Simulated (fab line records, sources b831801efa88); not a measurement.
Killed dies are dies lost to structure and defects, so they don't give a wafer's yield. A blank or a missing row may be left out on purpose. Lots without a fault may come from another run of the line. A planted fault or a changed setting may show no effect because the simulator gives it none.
Which tool did it? | flow gf180mcu | 15 lots, 43 wafers sampled, at 7 steps of a route of 602

WHAT THE GAUGES READ, wafer by wafer
GF_V2_OVL_MEAS_15. Usual: V2_OVL -2 nm, standard deviation 5.2.
lot  | measured     | on         | V2_OVL (nm) | flag
L335 | day 19 23:58 | overlay-02 | 4 -7 -9     |
L336 | day 20 02:37 | overlay-02 | -4 -6 -3    |
L337 | day 20 17:22 | overlay-02 | 11 1 -3     |
L338 | day 21 05:07 | overlay-02 | 7 0 5       |
L339 | day 21 15:04 | overlay-02 | 1 -2 0      |
L340 | day 21 22:01 | overlay-01 | 3 4 7       |
L341 | day 22 11:25 | overlay-02 | 3 8 6       |
L342 | day 22 19:37 | overlay-01 | 2 0 1       |
L344 | day 23 09:40 | overlay-01 | -11 -13 -12 |
L346 | day 23 23:31 | overlay-01 | 1 4 -6      |
L348 | day 25 00:23 | overlay-02 | 1 -7 -1     |
L351 | day 26 09:07 | overlay-01 | 2 11 0      |
L352 | day 26 12:28 | overlay-01 | -8 -4       |
L353 | day 26 18:43 | overlay-01 | -6 -13      |
L357 | day 27 19:58 | overlay-02 | -3 -5 2     |

GF_V2_RS_MEAS_24: measures by four-point-probe. Usual: V2_W_RS 0.328 ohm/sq, standard deviation 0.0052.
lot  | measured     | on            | V2_W_RS (ohm/sq)  | flag
L335 | day 20 00:55 | film_metro-04 | 0.330 0.332 0.331 |
L336 | day 20 03:32 | film_metro-01 | 0.324 0.327 0.327 |
L337 | day 20 18:16 | film_metro-01 | 0.327 0.325 0.329 |
L338 | day 21 06:09 | film_metro-01 | 0.322 0.324 0.319 |
L339 | day 21 16:10 | film_metro-03 | 0.326 0.322 0.322 |
L340 | day 21 23:00 | film_metro-03 | 0.326 0.327 0.326 |
L341 | day 22 12:22 | film_metro-01 | 0.333 0.328 0.324 |
L342 | day 22 20:32 | film_metro-01 | 0.331 0.328 0.332 |
L344 | day 23 10:34 | film_metro-04 | 0.332 0.330 0.333 |
L346 | day 24 00:28 | film_metro-01 | 0.329 0.332 0.331 |
L348 | day 25 01:19 | film_metro-04 | 0.333 0.330 0.328 |
L351 | day 26 10:07 | film_metro-01 | 0.333 0.382 0.336 | OFF
L352 | day 26 13:26 | film_metro-04 | 0.334 0.376       | OFF
L353 | day 26 19:40 | film_metro-03 | 0.327 0.373       | OFF
L357 | day 27 20:53 | film_metro-03 | 0.322 0.322 0.333 |

GF_V2_THK_MEAS_25: measures by xrf. Usual: V2_W_THK 356 nm, standard deviation 7.7.
lot  | measured     | on            | V2_W_THK (nm) | flag
L335 | day 20 01:00 | film_metro-04 | 350 347 350   |
L336 | day 20 03:39 | film_metro-01 | 359 354 356   |
L337 | day 20 18:23 | film_metro-01 | 354 357 355   |
L338 | day 21 06:16 | film_metro-01 | 360 361 367   |
L339 | day 21 16:17 | film_metro-03 | 362 367 366   |
L340 | day 21 23:07 | film_metro-03 | 360 360 362   |
L341 | day 22 12:29 | film_metro-01 | 350 355 361   |
L342 | day 22 20:40 | film_metro-01 | 353 356 351   |
L344 | day 23 10:41 | film_metro-04 | 345 347 344   |
L346 | day 24 00:33 | film_metro-01 | 358 355 356   |
L348 | day 25 01:25 | film_metro-04 | 347 348 350   |
L351 | day 26 10:14 | film_metro-01 | 353 306 352   |
L352 | day 26 13:32 | film_metro-04 | 343 306       | OFF
L353 | day 26 19:47 | film_metro-03 | 360 315       |
L357 | day 27 21:00 | film_metro-03 | 372 370 360   |

GF_M3_RS_MEAS_05: measures by four-point-probe. Usual: M3_ALCU_RS 0.0695 ohm/sq, standard deviation 0.00068.
lot  | measured     | on            | M3_ALCU_RS (ohm/sq)  | flag
L335 | day 20 01:37 | film_metro-02 | 0.0699 0.0699 0.0701 |
L336 | day 20 04:14 | film_metro-02 | 0.0699 0.0700 0.0699 |
L337 | day 20 18:58 | film_metro-03 | 0.0684 0.0693 0.0696 |
L338 | day 21 06:51 | film_metro-02 | 0.0697 0.0695 0.0694 |
L339 | day 21 16:52 | film_metro-03 | 0.0696 0.0693 0.0690 |
L340 | day 21 23:42 | film_metro-03 | 0.0703 0.0696 0.0700 |
L341 | day 22 13:04 | film_metro-03 | 0.0710 0.0709 0.0708 |
L342 | day 22 21:14 | film_metro-02 | 0.0694 0.0693 0.0691 |
L344 | day 23 11:16 | film_metro-03 | 0.0707 0.0708 0.0708 |
L346 | day 24 01:10 | film_metro-02 | 0.0701 0.0700 0.0706 |
L348 | day 25 02:04 | film_metro-03 | 0.0696 0.0698 0.0697 |
L351 | day 26 10:49 | film_metro-03 | 0.0695 0.0694 0.0688 |
L352 | day 26 14:08 | film_metro-02 | 0.0693 0.0692        |
L353 | day 26 20:22 | film_metro-01 | 0.0693 0.0684        |
L357 | day 27 21:35 | film_metro-02 | 0.0699 0.0692 0.0697 |

WHICH TOOL RAN EACH LOT (tool, then ch and the chambers of the sampled wafers, then the start)
lot  | GF_V2_CVD_02                    | GF_V2_CVD_23                  | GF_V2_CMP_26
L335 | pecvd-02 ch 0,1,2, day 18 23:38 | cvd_w-01 ch 0,1, day 20 00:47 | cmp-02 ch 2,3, day 20 01:05
L336 | pecvd-02 ch 0,2, day 19 02:04   | cvd_w-01 ch 0,1, day 20 03:25 | cmp-01 ch 0,1, day 20 03:42
L337 | pecvd-03 ch 0,2, day 19 16:34   | cvd_w-01 ch 0,1, day 20 18:10 | cmp-01 ch 1,2,3, day 20 18:30
L338 | pecvd-02 ch 0,1,2, day 20 05:07 | cvd_w-02 ch 0, day 21 05:55   | cmp-02 ch 0,1, day 21 06:23
L339 | pecvd-03 ch 0,1,2, day 20 14:46 | cvd_w-02 ch 0, day 21 15:57   | cmp-01 ch 0,1,3, day 21 16:27
L340 | pecvd-04 ch 1,2, day 20 22:04   | cvd_w-01 ch 0,1, day 21 22:53 | cmp-02 ch 0,2,3, day 21 23:17
L341 | pecvd-03 ch 0,1,2, day 21 11:34 | cvd_w-01 ch 0,1, day 22 12:14 | cmp-02 ch 2,3, day 22 12:35
L342 | pecvd-03 ch 1,2, day 21 19:08   | cvd_w-02 ch 1, day 22 20:26   | cmp-01 ch 0,1,2, day 22 20:49
L344 | pecvd-03 ch 1,2, day 22 09:43   | cvd_w-01 ch 0,1, day 23 10:28 | cmp-02 ch 0,2,3, day 23 10:48
L346 | pecvd-03 ch 0,1,2, day 23 00:19 | cvd_w-01 ch 0,1, day 24 00:20 | cmp-01 ch 0,1,2, day 24 00:41
L348 | pecvd-04 ch 0,2, day 24 01:13   | cvd_w-01 ch 0,1, day 25 01:12 | cmp-02 ch 0,1,3, day 25 01:36
L351 | pecvd-02 ch 0,1,2, day 25 11:12 | cvd_w-01 ch 0,1, day 26 09:59 | cmp-01 ch 0,1,3, day 26 10:20
L352 | pecvd-04 ch 2, day 25 15:03     | cvd_w-01 ch 0,1, day 26 13:19 | cmp-02 ch 0,3, day 26 13:37
L353 | pecvd-03 ch 0,1, day 25 21:12   | cvd_w-01 ch 0, day 26 19:32   | cmp-01 ch 0,3, day 26 19:59
L357 | pecvd-02 ch 1,2, day 26 23:11   | cvd_w-02 ch 0,1, day 27 20:46 | cmp-02 ch 0,2,3, day 27 21:10
- GF_V2_CVD_02: deposits SiO2 from TEOS, target thk 850 nm, time 94.851 s.
- GF_V2_CVD_23: deposits W, target thk 350 nm, time 104.94 s.
- GF_V2_CMP_26: polishes, stops on SiO2, t overpolish 15 s, target thk 0 nm.

WHAT THE TOOLS THEMSELVES READ (means of the sampled wafers that have a number; where no wafer has one, the mark that the record gives instead)
GF_V2_CVD_02. Usual: heater_power_w 660 W, standard deviation 85.
lot  | tool     | heater_power_w (W) | flag
L335 | pecvd-02 | 666                |
L336 | pecvd-02 | 663                |
L337 | pecvd-03 | 650                |
L338 | pecvd-02 | 691                |
L339 | pecvd-03 | 685                |
L340 | pecvd-04 | 592                |
L341 | pecvd-03 | 624                |
L342 | pecvd-03 | 716                |
L344 | pecvd-03 | 624                |
L346 | pecvd-03 | 631                |
L348 | pecvd-04 | 660                |
L351 | pecvd-02 | 631                |
L352 | pecvd-04 | 624                |
L353 | pecvd-03 | 714                |
L357 | pecvd-02 | 662                |

GF_V2_CVD_23. Usual: heater_power_w 848 W, standard deviation 70.
lot  | tool     | heater_power_w (W) | flag
L335 | cvd_w-01 | 820                |
L336 | cvd_w-01 | 825                |
L337 | cvd_w-01 | 812                |
L338 | cvd_w-02 | 818                |
L339 | cvd_w-02 | 820                |
L340 | cvd_w-01 | 818                |
L341 | cvd_w-01 | 872                |
L342 | cvd_w-02 | 889                |
L344 | cvd_w-01 | 827                |
L346 | cvd_w-01 | 887                |
L348 | cvd_w-01 | 819                |
L351 | cvd_w-01 | 875                |
L352 | cvd_w-01 | 862                |
L353 | cvd_w-01 | 774                |
L357 | cvd_w-02 | 840                |

GF_V2_CMP_26. Usual: motor_current_A 11.0 A, standard deviation 1.7; time_to_endpoint_s 83 s, standard deviation 3.2.
lot  | tool   | motor_current_A (A) | time_to_endpoint_s (s) | flag
L335 | cmp-02 | 10.2                | 80                     |
L336 | cmp-01 | 12.8                | 85                     |
L337 | cmp-01 | 11.7                | 84                     |
L338 | cmp-02 | 11.1                | 86                     |
L339 | cmp-01 | 11.9                | 81                     |
L340 | cmp-02 | 10.2                | 82                     |
L341 | cmp-02 | 10.5                | 84                     |
L342 | cmp-01 | 12.1                | 80                     |
L344 | cmp-02 | 10.3                | 82                     |
L346 | cmp-01 | 12.0                | 82                     |
L348 | cmp-02 | 10.0                | 83                     |
L351 | cmp-01 | 12.0                | 75                     |
L352 | cmp-02 | 9.3                 | 75                     |
L353 | cmp-01 | 11.4                | 83                     |
L357 | cmp-02 | 10.2                | 81                     |

THE ANSWER, worked out from the rows above alone
Rule: a lot is off if the mean of its wafers that have a number lies more than 3 standard deviations from the usual mean. A lot without any number at a reading at which 4 lots or more have one is off too. The other lots that the step has rows for count as sound. The gauges are gone through in route order, then the tools' own readings, and for those a lot's mean is taken as printed above. The first step at which some lot is off is used, and at that step the reading that is off furthest; a lot without a number counts as furthest.
Off: L351, L352, L353, at GF_V2_RS_MEAS_24 (V2_W_RS).
A tool fits if, at a process step before that reading, it ran every lot that is off, and no sound lot after the first of them. The gauges at GF_V2_RS_MEAS_24 are tried like those tools. One fits: cvd_w-01 at GF_V2_CVD_23. Its last sound lot is L348 (day 25 01:12), its first lot that is off L351 (day 26 09:59): a fault that began between those two fits.

WHAT THE SIMULATOR HAD PUT IN
Process parameter drift: cvd_w-01, from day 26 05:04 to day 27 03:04, at GF_V2_CVD_23. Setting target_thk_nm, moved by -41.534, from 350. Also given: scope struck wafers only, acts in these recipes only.
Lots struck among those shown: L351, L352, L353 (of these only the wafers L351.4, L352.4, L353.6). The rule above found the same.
